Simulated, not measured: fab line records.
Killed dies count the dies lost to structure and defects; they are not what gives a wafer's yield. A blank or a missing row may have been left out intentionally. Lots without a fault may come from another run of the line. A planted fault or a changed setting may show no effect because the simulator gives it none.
The tool behind it: which one?	flow sky130	24 lots with 72 wafers sampled at 5 steps, on a route of 708 steps

== WHAT THE GAUGES READ, wafer by wafer ==
SKY_POLY_GATE_THK_MEAS_21.
lot	measured	on	POLY_GATE_OXIDATION_THK (nm)
L074	day 16 13:42	filmMetro-03	4.03 3.99 4.06
L075	day 17 03:53	filmMetro-03	3.91 3.94 3.95
L076	day 17 06:34	filmMetro-03	3.95 3.96 3.98
L077	day 17 12:32	filmMetro-03	3.98 3.95 3.99
L078	day 17 19:34	filmMetro-03	3.99 4.12 4.00
L079	day 18 23:07	filmMetro-02	3.98 4.00 4.11
L080	day 19 00:53	filmMetro-02	4.03 4.02 4.00
L081	day 19 04:42	filmMetro-04	3.97 3.93 3.90
L082	day 19 10:20	filmMetro-04	4.03 4.15 4.09
L083	day 20 19:37	filmMetro-02	4.01 4.05 4.10
L084	day 20 20:13	filmMetro-03	4.05 4.05 4.00
L085	day 21 12:58	filmMetro-02	4.09 4.14 4.09
L086	day 21 15:32	filmMetro-02	4.04 4.05 3.95
L087	day 21 17:12	filmMetro-02	3.99 4.07 4.06
L088	day 21 22:25	filmMetro-03	4.14 4.14 4.12
L089	day 22 03:45	filmMetro-03	4.11 3.97 4.02
L090	day 22 10:20	filmMetro-04	4.02 4.07 4.09
L092	day 23 07:37	filmMetro-04	4.02 4.02 3.99
L091	day 23 08:38	filmMetro-03	4.00 3.95 3.93
L093	day 23 10:48	filmMetro-03	3.97 3.95 4.05
L094	day 24 16:27	filmMetro-02	4.06 4.00 3.99
L096	day 24 17:23	filmMetro-02	3.95 3.86 3.95
L095	day 24 19:29	filmMetro-04	4.03 4.01 3.96
L097	day 25 03:15	filmMetro-04	3.85 3.84 3.83

SKY_CAP2M_OVL_MEAS_12.
lot	measured	on	CAP2M_OVL (nm)
L074	day 40 13:25	overlay-01	0.8 2.1 0.9
L075	day 41 02:43	overlay-02	1.0 -0.2 0.0
L076	day 41 04:49	overlay-01	1.2 0.9 1.5
L077	day 41 15:52	overlay-01	0.3 1.6 0.5
L078	day 41 19:04	overlay-01	0.3 1.0 1.0
L079	day 42 17:58	overlay-01	0.5 1.9 0.8
L080	day 42 22:26	overlay-02	0.3 1.8 0.4
L081	day 43 00:37	overlay-02	-1.9 -2.7 -0.8
L082	day 43 03:41	overlay-02	0.8 0.3 0.3
L083	day 44 01:52	overlay-02	1.7 2.4 -0.1
L084	day 44 03:47	overlay-02	-1.0 -0.5 -0.5
L085	day 44 21:00	overlay-01	1.9 0.6 -0.1
L086	day 44 15:47	overlay-02	2.4 1.0 1.4
L087	day 44 22:07	overlay-01	0.2 -0.3 -1.4
L088	day 45 03:42	overlay-01	0.1 0.1 1.4
L089	day 45 04:00	overlay-02	0.2 0.0 0.4
L090	day 45 04:18	overlay-02	0.7 1.7 2.1
L092	day 45 21:04	overlay-02	2.1 2.6 0.7
L091	day 45 21:52	overlay-02	0.7 0.0 0.6
L093	day 46 03:18	overlay-02	2.1 3.1 2.6
L094	day 46 20:38	overlay-01	-0.8 1.8 -0.3
L096	day 47 00:20	overlay-01	0.2 0.0 -0.2
L095	day 47 00:38	overlay-02	0.2 -0.9 1.3
L097	day 47 01:43	overlay-02	1.3 -0.9 0.2

SKY_VIA4_RS_MEAS_19: uses a four-point probe to measure.
lot	measured	on	VIA4_W_RS (ohm/sq)
L074	day 42 16:11	filmMetro-03	0.2312 0.2261 0.2276
L075	day 43 04:53	filmMetro-02	0.2284 0.2264 0.2264
L076	day 43 07:13	filmMetro-01	0.2306 0.2328 0.2312
L077	day 43 16:48	filmMetro-03	0.2290 0.2301 0.2274
L078	day 43 23:40	filmMetro-02	0.2283 0.2255 0.2228
L079	day 44 17:55	filmMetro-02	0.2300 0.2284 0.2297
L080	day 44 22:37	filmMetro-01	0.2285 0.2273 0.2292
L081	day 45 00:28	filmMetro-01	0.2293 0.2310 0.2322
L082	day 45 02:13	filmMetro-02	0.2306 0.2277 0.2323
L083	day 46 02:08	filmMetro-01	0.2269 0.2277 0.2279
L084	day 46 03:39	filmMetro-01	0.2252 0.2233 0.2244
L085	day 46 17:03	filmMetro-03	0.2245 0.2276 0.2245
L086	day 46 12:51	filmMetro-01	0.2247 0.2259 0.2238
L087	day 46 18:52	filmMetro-01	0.2240 0.2257 0.2219
L088	day 47 00:16	filmMetro-01	0.2302 0.2313 0.2300
L089	day 47 00:32	filmMetro-01	0.2289 0.2262 0.2287
L090	day 47 01:15	filmMetro-02	0.2276 0.2273 0.2266
L092	day 47 17:12	filmMetro-03	0.2233 0.2274 0.2266
L091	day 47 18:22	filmMetro-03	0.2285 0.2291 0.2278
L093	day 47 22:13	filmMetro-02	0.2293 0.2284 0.2270
L094	day 48 14:45	filmMetro-03	0.2273 0.2286 0.2285
L096	day 48 18:32	filmMetro-02	0.2301 0.2267 0.2286
L095	day 48 18:50	filmMetro-01	0.2301 0.2263 0.2300
L097	day 48 19:25	filmMetro-01	0.2277 0.2301 0.2249

== WHICH TOOL RAN EACH LOT (tool, then ch and the chambers of the sampled wafers, then the start) ==
lot	SKY_METAL4_SPUTTER_01	SKY_CAP2M_STRIP_14
L074	pvdSputter-03, day 39 12:06	plasmaAsher-01 ch 0,1, day 40 13:34
L075	pvdSputter-02, day 40 02:25	plasmaAsher-03 ch 0,1, day 41 02:50
L076	pvdSputter-03, day 40 04:06	plasmaAsher-01 ch 1, day 41 04:55
L077	pvdSputter-02, day 40 15:33	plasmaAsher-04 ch 0, day 41 15:58
L078	pvdSputter-01, day 40 17:58	plasmaAsher-04 ch 0,1, day 41 19:10
L079	pvdSputter-02, day 41 18:38	plasmaAsher-04 ch 0,1, day 42 18:04
L080	pvdSputter-01, day 41 23:00	plasmaAsher-01 ch 0, day 42 22:32
L081	pvdSputter-02, day 42 00:53	plasmaAsher-01 ch 0, day 43 00:43
L082	pvdSputter-03, day 42 04:10	plasmaAsher-03 ch 0,1, day 43 03:49
L083	pvdSputter-01, day 43 03:11	plasmaAsher-04 ch 0,1, day 44 01:59
L084	pvdSputter-03, day 43 04:52	plasmaAsher-04 ch 0,1, day 44 03:53
L085	pvdSputter-02, day 43 22:37	plasmaAsher-03 ch 0,1, day 44 21:07
L086	pvdSputter-02, day 43 18:20	plasmaAsher-04 ch 0,1, day 44 16:00
L087	pvdSputter-01, day 43 23:32	plasmaAsher-04 ch 0,1, day 44 22:14
L088	pvdSputter-01, day 44 06:28	plasmaAsher-01 ch 0,1, day 45 03:49
L089	pvdSputter-03, day 44 06:46	plasmaAsher-01 ch 1, day 45 04:07
L090	pvdSputter-01, day 44 07:04	plasmaAsher-03 ch 0,1, day 45 04:25
L092	pvdSputter-01, day 44 22:53	plasmaAsher-03 ch 0,1, day 45 21:11
L091	pvdSputter-01, day 45 00:37	plasmaAsher-04 ch 0,1, day 45 21:59
L093	pvdSputter-02, day 45 05:51	plasmaAsher-04 ch 0,1, day 46 03:25
L094	pvdSputter-03, day 46 00:10	plasmaAsher-04 ch 0,1, day 46 20:44
L096	pvdSputter-01, day 46 03:57	plasmaAsher-03 ch 0,1, day 47 00:28
L095	pvdSputter-02, day 46 04:22	plasmaAsher-04 ch 0,1, day 47 00:46
L097	pvdSputter-03, day 46 05:53	plasmaAsher-04 ch 0,1, day 47 01:49
- SKY_METAL4_SPUTTER_01: material TiN, target thk 20 nm, time 16.7 s.
- SKY_CAP2M_STRIP_14: strips in O2/N2.

== AS READ BY THE TOOLS THEMSELVES (means over the sampled wafers that have a number; for cases with no such wafer, the mark the record gives instead) ==
SKY_METAL4_SPUTTER_01.
lot	tool	throttleValvePct (%)
L074	pvdSputter-03	29.4
L075	pvdSputter-02	29.2
L076	pvdSputter-03	29.7
L077	pvdSputter-02	30.8
L078	pvdSputter-01	29.8
L079	pvdSputter-02	29.8
L080	pvdSputter-01	30.6
L081	pvdSputter-02	31.1
L082	pvdSputter-03	29.7
L083	pvdSputter-01	30.3
L084	pvdSputter-03	29.2
L085	pvdSputter-02	30.1
L086	pvdSputter-02	29.2
L087	pvdSputter-01	30.5
L088	pvdSputter-01	30.2
L089	pvdSputter-03	29.4
L090	pvdSputter-01	29.7
L092	pvdSputter-01	30.5
L091	pvdSputter-01	30.5
L093	pvdSputter-02	30.2
L094	pvdSputter-03	29.4
L096	pvdSputter-01	30.5
L095	pvdSputter-02	31.0
L097	pvdSputter-03	29.5

SKY_CAP2M_STRIP_14.
lot	tool	drypumpMotorCurrentA (A)	oesProductAu (a.u.)	stripTimeToEndpointS (s)
L074	plasmaAsher-01	5.7	0.711	12.61
L075	plasmaAsher-03	5.5	0.716	12.59
L076	plasmaAsher-01	5.8	0.713	12.67
L077	plasmaAsher-04	6.2	0.711	12.58
L078	plasmaAsher-04	5.9	0.708	12.64
L079	plasmaAsher-04	6.1	0.712	12.60
L080	plasmaAsher-01	5.6	0.708	12.55
L081	plasmaAsher-01	5.6	0.710	12.58
L082	plasmaAsher-03	5.5	0.711	12.64
L083	plasmaAsher-04	5.9	0.708	12.58
L084	plasmaAsher-04	6.1	0.713	12.57
L085	plasmaAsher-03	5.5	0.713	12.50
L086	plasmaAsher-04	6.1	0.711	12.55
L087	plasmaAsher-04	6.1	0.709	12.47
L088	plasmaAsher-01	5.7	0.710	12.54
L089	plasmaAsher-01	5.8	0.713	12.58
L090	plasmaAsher-03	5.3	0.708	12.62
L092	plasmaAsher-03	5.3	0.710	12.59
L091	plasmaAsher-04	6.1	0.712	12.54
L093	plasmaAsher-04	6.1	0.709	12.53
L094	plasmaAsher-04	6.1	0.711	12.66
L096	plasmaAsher-03	5.3	0.709	12.55
L095	plasmaAsher-04	5.9	0.710	12.60
L097	plasmaAsher-04	6.1	0.708	12.63

== THE ANSWER, worked out from the rows above alone ==
Rule: usual is defined by the lots themselves. Put in order of their means at a reading, lots are off if they are a third of the lots or fewer, leave a main group of 4 or more, and stand apart from it by a gap of 3 or more times the standard deviation of the main group's means; of several such gaps the widest counts. If all means in a main group match to the digits the tables above print for the reading, that group is not used. A lot without any number at a reading at which 4 lots or more have one is off too. Where the step has rows for the other lots, those lots are counted as sound. Order of review: gauges by route order, followed by the tools' own readings, for which a lot's mean as printed above is used. The first step at which some lot is off is used, and at that step the reading that is off furthest; a lot without a number counts as furthest.
None of the lots is off at any reading shown; this tells nothing.

== WHAT WAS PUT IN BY THE SIMULATOR ==
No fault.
